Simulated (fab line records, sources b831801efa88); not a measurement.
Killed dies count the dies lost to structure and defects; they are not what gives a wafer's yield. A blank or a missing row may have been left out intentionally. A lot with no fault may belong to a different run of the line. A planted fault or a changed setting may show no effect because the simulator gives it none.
Which of the tools did it? :: flow gf180mcu :: 14 lots with 42 wafers sampled at 5 steps, on a route of 602 steps

WHAT THE GAUGES SHOWED, per wafer
GF_STI_CD_MEAS_12: the cd target is 220 nm. Usual: cdNm reads 220.3 nm (standard deviation 1.3).
lot: L190
measured: day 2 06:35
on: cdSem-01
cdNm (nm): 217.7 219.0 218.9
flag: 

lot: L192
measured: day 2 18:46
on: cdSem-01
cdNm (nm): 220.4 221.0 221.1
flag: 

lot: L194
measured: day 3 03:48
on: cdSem-02
cdNm (nm): 219.5 220.0 220.1
flag: 

lot: L195
measured: day 3 07:19
on: cdSem-02
cdNm (nm): 219.4 220.4 219.2
flag: 

lot: L199
measured: day 4 04:54
on: cdSem-02
cdNm (nm): 222.8 223.9 223.6
flag: 

lot: L200
measured: day 4 11:15
on: cdSem-01
cdNm (nm): 221.5 221.4 220.5
flag: 

lot: L203
measured: day 5 02:10
on: cdSem-01
cdNm (nm): 221.1 220.6 220.4
flag: 

lot: L205
measured: day 5 14:48
on: cdSem-01
cdNm (nm): 220.4 220.5 219.0
flag: 

lot: L206
measured: day 5 23:55
on: cdSem-02
cdNm (nm): 222.1 220.1 221.2
flag: 

lot: L207
measured: day 6 00:14
on: cdSem-01
cdNm (nm): 219.2 219.1 219.1
flag: 

lot: L208
measured: day 6 08:02
on: cdSem-01
cdNm (nm): 221.7 221.8 221.9
flag: 

lot: L210
measured: day 6 13:19
on: cdSem-02
cdNm (nm): 222.1 222.3 222.3
flag: 

lot: L211
measured: day 6 20:08
on: cdSem-02
cdNm (nm): 221.0 222.2 222.0
flag: 

lot: L212
measured: day 7 00:17
on: cdSem-01
cdNm (nm): 220.6 221.1 219.8
flag: 

GF_DNWELL_TW_MEAS_09. Usual: DNWELL_TW typically reads 1353, with standard deviation 12.
lot: L190
measured: day 3 02:24
on: filmMetro-02
DNWELL_TW: 1337 1332 1347
flag: 

lot: L192
measured: day 3 14:25
on: filmMetro-04
DNWELL_TW: 1348 1344 1340
flag: 

lot: L194
measured: day 3 22:14
on: filmMetro-03
DNWELL_TW: 1366 1376 1380
flag: 

lot: L195
measured: day 4 01:40
on: filmMetro-02
DNWELL_TW: 1349 1344 1339
flag: 

lot: L199
measured: day 5 02:38
on: filmMetro-02
DNWELL_TW: 30 31 31
flag: OFF

lot: L200
measured: day 5 08:10
on: filmMetro-02
DNWELL_TW: 31 31 31
flag: OFF

lot: L203
measured: day 6 03:22
on: filmMetro-02
DNWELL_TW: 1345 1340 1349
flag: 

lot: L205
measured: day 6 12:49
on: filmMetro-02
DNWELL_TW: 1354 1346 1348
flag: 

lot: L206
measured: day 6 21:18
on: filmMetro-03
DNWELL_TW: 1359 1365 1368
flag: 

lot: L207
measured: day 6 23:11
on: filmMetro-04
DNWELL_TW: 1362 1369 1368
flag: 

lot: L208
measured: day 7 04:43
on: filmMetro-04
DNWELL_TW: 1352 1344 1344
flag: 

lot: L210
measured: day 7 09:52
on: filmMetro-04
DNWELL_TW: 1354 1348 1352
flag: 

lot: L211
measured: day 7 18:42
on: filmMetro-04
DNWELL_TW: 1349 1356 1349
flag: 

lot: L212
measured: day 7 22:21
on: filmMetro-03
DNWELL_TW: 1360 1360 1355
flag: 

GF_VT_IMPLANT_RS_MEAS_49: the measuring method here is four-point-probe. Usual: MVPSD_RS typically reads 1170.2 ohm/sq, with standard deviation 2.4.
lot: L190
measured: day 7 21:40
on: filmMetro-03
MVPSD_RS (ohm/sq): 1168.6 1167.6 1169.1
flag: 

lot: L192
measured: day 8 13:16
on: filmMetro-03
MVPSD_RS (ohm/sq): 1168.5 1168.7 1167.5
flag: 

lot: L194
measured: day 8 23:01
on: filmMetro-02
MVPSD_RS (ohm/sq): 1170.1 1173.0 1171.3
flag: 

lot: L195
measured: day 9 02:26
on: filmMetro-02
MVPSD_RS (ohm/sq): 1167.1 1166.7 1166.9
flag: 

lot: L199
measured: day 10 12:25
on: filmMetro-03
MVPSD_RS (ohm/sq): 1169.4 1165.8 1168.5
flag: 

lot: L200
measured: day 10 20:12
on: filmMetro-03
MVPSD_RS (ohm/sq): 1167.7 1171.2 1169.4
flag: 

lot: L203
measured: day 11 21:41
on: filmMetro-03
MVPSD_RS (ohm/sq): 1173.2 1172.8 1174.0
flag: 

lot: L205
measured: day 12 08:54
on: filmMetro-01
MVPSD_RS (ohm/sq): 1169.7 1167.2 1171.0
flag: 

lot: L206
measured: day 12 20:59
on: filmMetro-02
MVPSD_RS (ohm/sq): 1170.6 1171.1 1172.5
flag: 

lot: L207
measured: day 12 23:03
on: filmMetro-02
MVPSD_RS (ohm/sq): 1169.3 1170.0 1170.8
flag: 

lot: L208
measured: day 13 06:05
on: filmMetro-03
MVPSD_RS (ohm/sq): 1168.0 1170.9 1170.1
flag: 

lot: L210
measured: day 13 10:37
on: filmMetro-02
MVPSD_RS (ohm/sq): 1174.2 1173.9 1171.4
flag: 

lot: L211
measured: day 13 22:42
on: filmMetro-02
MVPSD_RS (ohm/sq): 1175.8 1175.1 1173.4
flag: 

lot: L212
measured: day 14 04:09
on: filmMetro-01
MVPSD_RS (ohm/sq): 1172.3 1170.4 1170.5
flag: 

GF_DUAL_GATE_OVL_MEAS_11. Usual: DUAL_GATE_OVL typically reads 1.0 nm, with standard deviation 1.2.
lot: L190
measured: day 8 16:18
on: overlay-01
DUAL_GATE_OVL (nm): 2.4 3.8 3.6
flag: 

lot: L192
measured: day 9 07:41
on: overlay-02
DUAL_GATE_OVL (nm): 1.8 0.8 -2.1
flag: 

lot: L194
measured: day 9 17:56
on: overlay-01
DUAL_GATE_OVL (nm): 0.0 1.0 2.0
flag: 

lot: L195
measured: day 9 21:33
on: overlay-02
DUAL_GATE_OVL (nm): -0.4 0.2 1.6
flag: 

lot: L199
measured: day 11 08:23
on: overlay-01
DUAL_GATE_OVL (nm): 0.2 0.6 -1.2
flag: 

lot: L200
measured: day 11 16:57
on: overlay-01
DUAL_GATE_OVL (nm): 0.9 0.6 1.0
flag: 

lot: L203
measured: day 12 18:41
on: overlay-01
DUAL_GATE_OVL (nm): 0.5 0.4 -0.3
flag: 

lot: L205
measured: day 13 08:50
on: overlay-02
DUAL_GATE_OVL (nm): 0.8 -0.9 -1.7
flag: 

lot: L206
measured: day 13 19:21
on: overlay-02
DUAL_GATE_OVL (nm): 0.6 1.1 2.9
flag: 

lot: L207
measured: day 13 21:02
on: overlay-01
DUAL_GATE_OVL (nm): -0.1 1.0 1.3
flag: 

lot: L208
measured: day 14 04:10
on: overlay-01
DUAL_GATE_OVL (nm): 1.8 1.2 2.7
flag: 

lot: L210
measured: day 14 09:02
on: overlay-01
DUAL_GATE_OVL (nm): -0.3 0.2 0.7
flag: 

lot: L211
measured: day 15 01:34
on: overlay-02
DUAL_GATE_OVL (nm): 0.8 0.1 0.8
flag: 

lot: L212
measured: day 15 05:36
on: overlay-01
DUAL_GATE_OVL (nm): 1.3 3.1 0.6
flag: 

TOOL THAT RAN EACH LOT (tool first, then ch and the chambers of the sampled wafers, then the start)
lot: L190
GF_DNWELL_DEVELOP_06: lithoTrack-02 ch 0, day 3 02:00

lot: L192
GF_DNWELL_DEVELOP_06: lithoTrack-01 ch 0, day 3 14:00

lot: L194
GF_DNWELL_DEVELOP_06: lithoTrack-03 ch 0, day 3 21:00

lot: L195
GF_DNWELL_DEVELOP_06: lithoTrack-02 ch 0, day 4 01:00

lot: L199
GF_DNWELL_DEVELOP_06: lithoTrack-03, day 5 02:00

lot: L200
GF_DNWELL_DEVELOP_06: lithoTrack-01, day 5 07:00

lot: L203
GF_DNWELL_DEVELOP_06: lithoTrack-01 ch 0, day 6 02:00

lot: L205
GF_DNWELL_DEVELOP_06: lithoTrack-01 ch 0, day 6 12:00

lot: L206
GF_DNWELL_DEVELOP_06: lithoTrack-03 ch 0, day 6 20:00

lot: L207
GF_DNWELL_DEVELOP_06: lithoTrack-03 ch 0, day 6 22:00

lot: L208
GF_DNWELL_DEVELOP_06: lithoTrack-03 ch 0, day 7 04:00

lot: L210
GF_DNWELL_DEVELOP_06: lithoTrack-01 ch 0, day 7 09:00

lot: L211
GF_DNWELL_DEVELOP_06: lithoTrack-03 ch 0, day 7 18:00

lot: L212
GF_DNWELL_DEVELOP_06: lithoTrack-01 ch 0, day 7 21:00
- GF_DNWELL_DEVELOP_06: develop time 60 s.

WHAT THE TOOLS THEMSELVES READ (means of the sampled wafers that have a number; where no wafer has one, the mark that the record gives instead)
GF_DNWELL_DEVELOP_06. Usual: chillPlateTempC 23.00 C, standard deviation 0.1; resistLineTempC 23.03 C, standard deviation 0.11.
lot: L190
tool: lithoTrack-02
chillPlateTempC (C): 23.05
resistLineTempC (C): 23.06
flag: 

lot: L192
tool: lithoTrack-01
chillPlateTempC (C): 23.00
resistLineTempC (C): 23.00
flag: 

lot: L194
tool: lithoTrack-03
chillPlateTempC (C): 22.96
resistLineTempC (C): 23.06
flag: 

lot: L195
tool: lithoTrack-02
chillPlateTempC (C): 22.89
resistLineTempC (C): 23.03
flag: 

lot: L199
tool: lithoTrack-03
chillPlateTempC (C): -
resistLineTempC (C): -
flag: OFF

lot: L200
tool: lithoTrack-01
chillPlateTempC (C): -
resistLineTempC (C): -
flag: OFF

lot: L203
tool: lithoTrack-01
chillPlateTempC (C): 23.13
resistLineTempC (C): 22.97
flag: 

lot: L205
tool: lithoTrack-01
chillPlateTempC (C): 22.80
resistLineTempC (C): 22.96
flag: 

lot: L206
tool: lithoTrack-03
chillPlateTempC (C): 23.00
resistLineTempC (C): 23.06
flag: 

lot: L207
tool: lithoTrack-03
chillPlateTempC (C): 23.15
resistLineTempC (C): 22.90
flag: 

lot: L208
tool: lithoTrack-03
chillPlateTempC (C): 23.09
resistLineTempC (C): 22.95
flag: 

lot: L210
tool: lithoTrack-01
chillPlateTempC (C): 22.88
resistLineTempC (C): 23.06
flag: 

lot: L211
tool: lithoTrack-03
chillPlateTempC (C): 22.95
resistLineTempC (C): 23.16
flag: 

lot: L212
tool: lithoTrack-01
chillPlateTempC (C): 22.88
resistLineTempC (C): 22.97
flag: 

THE ANSWER, worked out from the rows above alone
Rule: take the mean of a lot's wafers that have a number; if it is more than 3 standard deviations from the usual mean, the lot is off. A lot without any number at a reading at which 4 lots or more have one is off too. All remaining lots with rows at the step are treated as sound. Order of review: gauges by route order, followed by the tools' own readings, for which a lot's mean as printed above is used. The first step at which some lot is off is used, and at that step the reading that is off furthest; a lot without a number counts as furthest.
Off: L199, L200, seen at GF_DNWELL_TW_MEAS_09 (DNWELL_TW).
If a tool, at a process step before that reading, ran all the lots that are off and no sound lot after the first of them, it fits. The gauges at GF_DNWELL_TW_MEAS_09 aren't tried: what is off there is off at GF_DNWELL_DEVELOP_06 too, on other tools, and a gauge's error can't cause that. No candidate that was tried fits.

WHAT THE SIMULATOR PUT IN
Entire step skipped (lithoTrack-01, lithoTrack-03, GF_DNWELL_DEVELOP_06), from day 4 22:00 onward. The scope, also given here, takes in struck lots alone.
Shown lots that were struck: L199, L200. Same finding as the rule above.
